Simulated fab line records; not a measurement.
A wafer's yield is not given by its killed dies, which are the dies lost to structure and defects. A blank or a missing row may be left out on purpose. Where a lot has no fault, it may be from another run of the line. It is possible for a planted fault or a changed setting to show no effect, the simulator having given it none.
Problem report in the 8D (eight disciplines) form, filled by code :: flow gf180mcu :: the parts of the form that need people (team, actions taken, sign-off) are left out

1. WHAT IS WRONG
Wafers free of any fault read 0.385 ohm/sq (standard deviation 0.0042) for CONTACT_W_RS at GF_CONTACT_RS_MEAS_25, against a mean of 0.348 ohm/sq on 4 wafers of 3 lots. That puts it -8.8 standard deviations away from the usual mean.
The step: measures by four-point-probe.
The first sign was on wafer L566.4 at day 19 16:20, on film-metro-04. The record has a number at this step for 36 wafers belonging to 12 lots. The rule behind "out" and "out of limits": a value lying over 4 standard deviations away from the usual mean. The other wafers with a number count as sound.

2. WHAT THIS IS AND IS NOT
question: which readings at this step
is: CONTACT_W_RS
is not: -

question: which lots
is: L566, L567, L568
is not: L557, L559, L562, L563, L564, L565, L576, L578, L579

question: which wafers of those lots
is: L566.4, L567.3, L567.6, L568.1
is not: L566.1, L566.3, L567.2, L568.3, L568.6

question: read on which gauges
is: film-metro-03, film-metro-04
is not: film-metro-02

question: when
is: from day 19 16:20
is not: up to then (20 sound wafers); but 12 sound wafers of L567, L568, L576, L578, L579 came after

3. WHAT RULES OUT EACH SUSPECT
Counting: any tool at a process step up to the reading remains a suspect provided it ran every lot that is out. Sound lots after the first of them don't rule it out here, since some wafers of a struck lot are sound.
- the gauge at GF_CONTACT_RS_MEAS_25: ruled out. The wafers that are out were read on 2 gauges (film-metro-03, film-metro-04).
- cvd-w-01 at GF_CONTACT_CVD_24 (deposits W, target thk 300 nm, time 90.339 s): kept. Ran every lot that is out, first one L566 (day 19 16:14); last sound lot up to then L565 (day 19 10:02). On those wafers its own readings are out: susceptor-temp-C.
- Within cvd-w-01 at GF_CONTACT_CVD_24: the wafers that are out ran in chamber 1; their sound lot-mates ran in chamber 0.
Remaining after the count: cvd-w-01 at GF_CONTACT_CVD_24.

4. THE CAUSE (what the simulator had put in)
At GF_CONTACT_CVD_24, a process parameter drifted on cvd-w-01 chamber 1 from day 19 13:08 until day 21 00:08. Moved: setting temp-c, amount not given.
Counting left only this tool.

5. THE EFFECT CHAIN, in route order
Rows list readings where the struck wafers' mean (over those with a number) sits beyond 3 standard deviations from the usual. Readings are gone through only where the record gives a usual standard deviation; hours: the median, over the lots, of the time from a lot's start at the first step in this table giving one to that lot's start at this step; sigmas: the change measured in usual standard deviations.
hours: 0
step: GF_CONTACT_CVD_24
reading: susceptor-temp-C
usual: 399.99 C
on struck wafers: 405.88
change: +5.89
sigmas: +29

hours: 0
step: GF_CONTACT_RS_MEAS_25
reading: CONTACT_W_RS
usual: 0.385 ohm/sq
on struck wafers: 0.348
change: -0.037
sigmas: -8.8

hours: 0
step: GF_CONTACT_THK_MEAS_26
reading: CONTACT_W_THK
usual: 302 nm
on struck wafers: 334
change: +32
sigmas: +6.2

hours: 0
step: GF_CONTACT_CMP_27
reading: time-to-endpoint-s
usual: 72.7 s
on struck wafers: 80.5
change: +7.8
sigmas: +3.1
Here are the process steps it includes:
- GF_CONTACT_CVD_24: deposits W, target thk 300 nm, time 90.339 s.
- GF_CONTACT_CMP_27: polishes, stops on SiO2, t overpolish 15 s, target thk 0 nm.
Later measuring or inspecting steps at which every struck wafer that the step has a row for has a number for every such reading, and none has moved that far: GF_M1_CD_MEAS_14, GF_V1_RS_MEAS_24.

6. WHAT WOULD HAVE CAUGHT IT SOONER
The first out-of-limits reading at a measuring or inspecting step in this record came at day 19 16:20, 3 hours after the fault's start at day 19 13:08.
Tool's own readings at GF_CONTACT_CVD_24, susceptor-temp-C: out on all struck wafers the step has rows for; an alarm limit on them would have tripped on the first.
Among the 3 lots that are out, L567, L568 began GF_CONTACT_CVD_24 on cvd-w-01 after day 19 16:20. A hold on the tool at that time would have spared those 2.
